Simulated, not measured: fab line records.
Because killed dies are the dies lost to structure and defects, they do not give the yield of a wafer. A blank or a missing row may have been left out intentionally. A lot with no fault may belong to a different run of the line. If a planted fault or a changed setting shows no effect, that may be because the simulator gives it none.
Matching of chambers	flow sky130	SKY_VIA3_CMP_24 on cmp-02 has 4 sister chambers
The step polishes, stops on SiO2, t overpolish 20 s, target thk 0 nm. 4 wafers are shown with their chamber, then 7 later ones without.

WAFERS WITH THEIR CHAMBER
wafer	chamber	motor_current_A (A)
L145.1	2	11.8
L145.3	1	11.6
L147.2	3	10.8
L147.3	0	9.9

WAFERS MISSING THEIR CHAMBER
wafer	motor_current_A (A)
L147.6	9.5
L152.4	9.5
L152.5	9.7
L152.6	11.5
L155.1	10.8
L155.4	12.2
L155.5	12.0

CHAMBER TAKEN BY EACH
wafer	from the rows above	in truth
L147.6	0	0
L152.4	0	0
L152.5	0	0
L152.6	can't be placed: 1 or 2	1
L155.1	3	3
L155.4	can't be placed: 2 or 1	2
L155.5	can't be placed: 2 or 1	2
Correctly placed: 4 of 7. Can't be placed from these rows: 3 (the true chamber is among the candidates in 3). 0 placed wrongly.
How it was worked out, from the rows above alone: a wafer's distance from a chamber is the root of the sum, over the readings, of the square of ((its reading less the chamber's mean) divided by the reading's scatter). If the next closest chamber is less than 2 further off than the closest, the wafer can't be placed; otherwise it belongs to the closest. For every chamber, the mean is computed from those of its wafers that are shown. The scatter: with one shown wafer a chamber, the root of the mean of the squares of how far each hidden wafer lies from its nearest shown one.
